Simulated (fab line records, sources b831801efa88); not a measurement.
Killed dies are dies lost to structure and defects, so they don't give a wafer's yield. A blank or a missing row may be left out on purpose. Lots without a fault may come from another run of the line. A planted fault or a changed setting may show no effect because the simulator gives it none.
Which tool did it? | flow gf180mcu | 13 lots, 39 wafers sampled, at 5 steps of a route of 602

WHAT THE GAUGES READ, wafer by wafer
GF_SAB_CD_MEAS_09: target cd 420 nm. Usual: cd_nm 419.4 nm, standard deviation 2.6.
lot  | measured     | on        | cd_nm (nm)        | flag
L869 | day 15 00:48 | cd_sem-02 | 424.2 422.6 421.4 |
L870 | day 15 06:02 | cd_sem-02 | 415.5 414.2 413.5 |
L871 | day 15 19:53 | cd_sem-02 | 421.0 419.6 419.8 |
L872 | day 16 05:31 | cd_sem-02 | 413.3 415.0 415.1 |
L873 | day 16 16:48 | cd_sem-01 | 416.4 416.3 416.5 |
L874 | day 16 22:07 | cd_sem-01 | 422.3 421.4 424.8 |
L881 | day 19 12:08 | cd_sem-02 | 457.3 456.9 459.8 | OFF
L884 | day 20 14:03 | cd_sem-01 | 418.5 421.6 420.7 |
L887 | day 21 12:43 | cd_sem-01 | 420.1 423.2 421.3 |
L889 | day 22 05:57 | cd_sem-01 | 424.3 424.8 422.5 |
L890 | day 22 17:44 | cd_sem-02 | 421.5 420.5 418.0 |
L891 | day 22 23:58 | cd_sem-02 | 420.0 421.8 417.6 |
L892 | day 23 05:20 | cd_sem-01 | 415.5 416.8 415.6 |

GF_M1_OVL_MEAS_15. Usual: M1_OVL 5 nm, standard deviation 5.
lot  | measured     | on         | M1_OVL (nm) | flag
L869 | day 16 23:58 | overlay-01 | 10 8 10     |
L870 | day 17 05:37 | overlay-02 | 3 -3 1      |
L871 | day 17 19:40 | overlay-01 | 6 4 3       |
L872 | day 18 07:19 | overlay-01 | -4 10 7     |
L873 | day 18 19:01 | overlay-01 | 2 5 3       |
L874 | day 19 00:49 | overlay-01 | 2 2 5       |
L881 | day 21 14:22 | overlay-02 | 3 7 5       |
L884 | day 22 17:31 | overlay-02 | 11 8 16     |
L887 | day 23 13:34 | overlay-01 | 6 -2 1      |
L889 | day 24 05:49 | overlay-01 | 16 14 7     |
L890 | day 24 16:58 | overlay-02 | 7 7 6       |
L891 | day 24 23:25 | overlay-01 | 8 12 9      |
L892 | day 25 03:25 | overlay-01 | -6 -7 1     |

WHICH TOOL RAN EACH LOT (tool, then ch and the chambers of the sampled wafers, then the start)
lot  | GF_SAB_DEVELOP_08                 | GF_SAB_STRIP_13                      | GF_M1_SPUTTER_03
L869 | litho_track-03 ch 0, day 15 00:39 | plasma_asher-04 ch 0,1, day 15 01:07 | pvd_sputter-02, day 16 01:46
L870 | litho_track-02 ch 0, day 15 05:53 | plasma_asher-03 ch 0,1, day 15 06:22 | pvd_sputter-01, day 16 06:51
L871 | litho_track-04 ch 0, day 15 19:44 | plasma_asher-02 ch 0,1, day 15 20:13 | pvd_sputter-03, day 16 20:47
L872 | litho_track-04 ch 0, day 16 05:22 | plasma_asher-02 ch 0,1, day 16 05:49 | pvd_sputter-02, day 17 07:49
L873 | litho_track-03 ch 0, day 16 16:39 | plasma_asher-04 ch 0,1, day 16 17:08 | pvd_sputter-02, day 17 18:56
L874 | litho_track-03 ch 0, day 16 21:59 | plasma_asher-04 ch 0,1, day 16 22:25 | pvd_sputter-03, day 18 00:46
L881 | litho_track-04 ch 0, day 19 11:59 | plasma_asher-04 ch 0,1, day 19 12:26 | pvd_sputter-03, day 20 14:49
L884 | litho_track-03 ch 0, day 20 13:54 | plasma_asher-02 ch 0,1, day 20 14:23 | pvd_sputter-02, day 21 17:46
L887 | litho_track-02 ch 0, day 21 12:34 | plasma_asher-02 ch 0,1, day 21 12:59 | pvd_sputter-02, day 22 14:46
L889 | litho_track-02 ch 0, day 22 05:49 | plasma_asher-03 ch 0,1, day 22 06:14 | pvd_sputter-02, day 23 07:31
L890 | litho_track-02 ch 0, day 22 17:35 | plasma_asher-02 ch 0,1, day 22 18:04 | pvd_sputter-03, day 23 18:54
L891 | litho_track-04 ch 0, day 22 23:49 | plasma_asher-02 ch 1, day 23 00:15   | pvd_sputter-01, day 24 01:21
L892 | litho_track-04 ch 0, day 23 05:11 | plasma_asher-02 ch 0,1, day 23 05:39 | pvd_sputter-02, day 24 06:16
- GF_SAB_DEVELOP_08: develop time 60 s.
- GF_SAB_STRIP_13: strips in O2/N2.
- GF_M1_SPUTTER_03: material Ti, target thk 10 nm, time 6.7 s.

WHAT THE TOOLS THEMSELVES READ (means of the sampled wafers that have a number; where no wafer has one, the mark that the record gives instead)
GF_SAB_STRIP_13. Usual: drypump_motor_current_A 6.26 A, standard deviation 0.22; heater_power_w 350 W, standard deviation 30; oes_product_au 0.711 a.u., standard deviation 0.0043; strip_time_to_endpoint_s 12.63 s, standard deviation 0.036.
lot  | tool            | drypump_motor_current_A (A) | heater_power_w (W) | oes_product_au (a.u.) | strip_time_to_endpoint_s (s) | flag
L869 | plasma_asher-04 | 6.31                        | 376                | 0.708                 | 12.62                        |
L870 | plasma_asher-03 | 6.14                        | 321                | 0.713                 | 12.65                        |
L871 | plasma_asher-02 | 6.25                        | 335                | 0.709                 | 12.59                        |
L872 | plasma_asher-02 | 6.46                        | 357                | 0.710                 | 12.65                        |
L873 | plasma_asher-04 | 6.31                        | 375                | 0.710                 | 12.58                        |
L874 | plasma_asher-04 | 6.29                        | 365                | 0.706                 | 12.63                        |
L881 | plasma_asher-04 | 6.30                        | 377                | 0.712                 | 12.67                        |
L884 | plasma_asher-02 | 6.25                        | 326                | 0.708                 | 12.58                        |
L887 | plasma_asher-02 | 6.26                        | 324                | 0.709                 | 12.59                        |
L889 | plasma_asher-03 | 6.14                        | 319                | 0.711                 | 12.67                        |
L890 | plasma_asher-02 | 6.45                        | 347                | 0.712                 | 12.61                        |
L891 | plasma_asher-02 | 6.64                        | 364                | 0.708                 | 12.58                        |
L892 | plasma_asher-02 | 6.25                        | 330                | 0.712                 | 12.55                        |

GF_M1_SPUTTER_03. Usual: throttle_valve_pct 29.9 %, standard deviation 1.
lot  | tool           | throttle_valve_pct (%) | flag
L869 | pvd_sputter-02 | 29.3                   |
L870 | pvd_sputter-01 | 29.6                   |
L871 | pvd_sputter-03 | 30.6                   |
L872 | pvd_sputter-02 | 29.0                   |
L873 | pvd_sputter-02 | 29.4                   |
L874 | pvd_sputter-03 | 31.1                   |
L881 | pvd_sputter-03 | 30.6                   |
L884 | pvd_sputter-02 | 29.2                   |
L887 | pvd_sputter-02 | 28.6                   |
L889 | pvd_sputter-02 | 29.2                   |
L890 | pvd_sputter-03 | 31.0                   |
L891 | pvd_sputter-01 | 29.9                   |
L892 | pvd_sputter-02 | 29.3                   |

THE ANSWER, worked out from the rows above alone
Rule: a lot is off if the mean of its wafers that have a number lies more than 3 standard deviations from the usual mean. A lot without any number at a reading at which 4 lots or more have one is off too. The other lots that the step has rows for count as sound. The gauges are gone through in route order, then the tools' own readings, and for those a lot's mean is taken as printed above. The first step at which some lot is off is used, and at that step the reading that is off furthest; a lot without a number counts as furthest.
Off: L881, at GF_SAB_CD_MEAS_09 (cd_nm).
A tool fits if, at a process step before that reading, it ran every lot that is off, and no sound lot after the first of them. The gauges at GF_SAB_CD_MEAS_09 are tried like those tools. None of those tried fits.

WHAT THE SIMULATOR HAD PUT IN
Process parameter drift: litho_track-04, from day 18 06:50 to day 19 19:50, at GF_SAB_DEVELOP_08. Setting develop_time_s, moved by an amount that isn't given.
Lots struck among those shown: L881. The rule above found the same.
